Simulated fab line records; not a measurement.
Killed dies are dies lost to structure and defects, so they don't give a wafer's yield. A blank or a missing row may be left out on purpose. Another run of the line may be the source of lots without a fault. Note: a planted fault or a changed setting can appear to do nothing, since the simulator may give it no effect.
Which tool was responsible? | flow sky130 | 6 lots with 18 wafers sampled at 4 steps, on a route of 708 steps

WHAT EACH GAUGE READ, for each wafer
SKY_VIA4_RS_MEAS_19: measurement is done with a four-point probe.
lot  | measured     | on            | VIA4_W_RS (ohm/sq)
L855 | day 42 17:17 | film-metro-02 | 0.2294 0.2288 0.2263
L857 | day 43 06:49 | film-metro-01 | 0.2277 0.2294 0.2287
L865 | day 45 08:16 | film-metro-02 | 58.894 59.394 58.829 58.905 59.326 58.795
L870 | day 47 17:43 | film-metro-02 | 0.2249 0.2277 0.2256
L874 | day 48 00:36 | film-metro-02 | 0.2265 0.2208 0.2218
L876 | day 48 05:15 | film-metro-01 | 0.2290 0.2285 0.2287

WHAT TOOL EACH LOT RAN ON (gives the tool, then ch and the chambers of the sampled wafers, and finally the start)
lot  | SKY_METAL4_SPUTTER_04        | SKY_METAL4_ETCH_17               | SKY_VIA4_CVD_18
L855 | pvd-sputter-01, day 39 17:20 | rie-diel-03 ch 0,2, day 41 16:54 | cvd-w-01 ch 0,1, day 42 17:08
L857 | pvd-sputter-01, day 40 06:41 | rie-diel-04 ch 0,3, day 42 05:54 | cvd-w-02 ch 0,1, day 43 06:39
L865 | pvd-sputter-01, day 42 10:41 | rie-diel-04 ch 0,2, day 44 08:26 | cvd-w-02 ch 0,1, day 45 08:03
L870 | pvd-sputter-03, day 45 03:17 | rie-diel-01 ch 0,3, day 46 21:15 | cvd-w-01 ch 0,1, day 47 17:35
L874 | pvd-sputter-02, day 45 09:52 | rie-diel-01 ch 3, day 47 03:32   | cvd-w-01 ch 0,1, day 48 00:26
L876 | pvd-sputter-01, day 45 14:08 | rie-diel-04 ch 0,2, day 47 08:08 | cvd-w-01 ch 0, day 48 04:58
- SKY_METAL4_SPUTTER_04: material TiN, target thk 70 nm, time 58.3 s.
- SKY_METAL4_ETCH_17: etches SiO2 in C4F8/O2/Ar, stops on TiN, time 3.9 s, target depth 15 nm.
- SKY_VIA4_CVD_18: deposits W, target thk 505 nm, time 152.14 s.

THE ANSWER, worked out from the rows above alone
Rule: what is usual is taken from the lots themselves. The widest of any qualifying gaps counts: lots, ordered by their means at a reading, are off when they make up no more than a third of the lots, leave a main group of 4 or more, and stand apart from it by 3 or more times the standard deviation of that group's means. A main group whose means are all the same, to the digits that the tables above print for the reading, isn't used. Also off: a lot with no number at a reading for which 4 or more lots have one. Where the step has rows for the other lots, those lots are counted as sound.
Off: at SKY_VIA4_RS_MEAS_19 (VIA4_W_RS), L865. For the main group the mean is 0.2269 ohm/sq and the standard deviation 0.0022.
A tool fits if, at a process step before that reading, it ran every lot that is off, and no sound lot after the first of them. The gauges at SKY_VIA4_RS_MEAS_19 are tried like those tools. One fits: cvd-w-02 at SKY_VIA4_CVD_18. Its last sound lot is L857 (day 43 06:39), its first lot that is off L865 (day 45 08:03): a fault that began between those two fits.

WHAT WAS PUT IN BY THE SIMULATOR
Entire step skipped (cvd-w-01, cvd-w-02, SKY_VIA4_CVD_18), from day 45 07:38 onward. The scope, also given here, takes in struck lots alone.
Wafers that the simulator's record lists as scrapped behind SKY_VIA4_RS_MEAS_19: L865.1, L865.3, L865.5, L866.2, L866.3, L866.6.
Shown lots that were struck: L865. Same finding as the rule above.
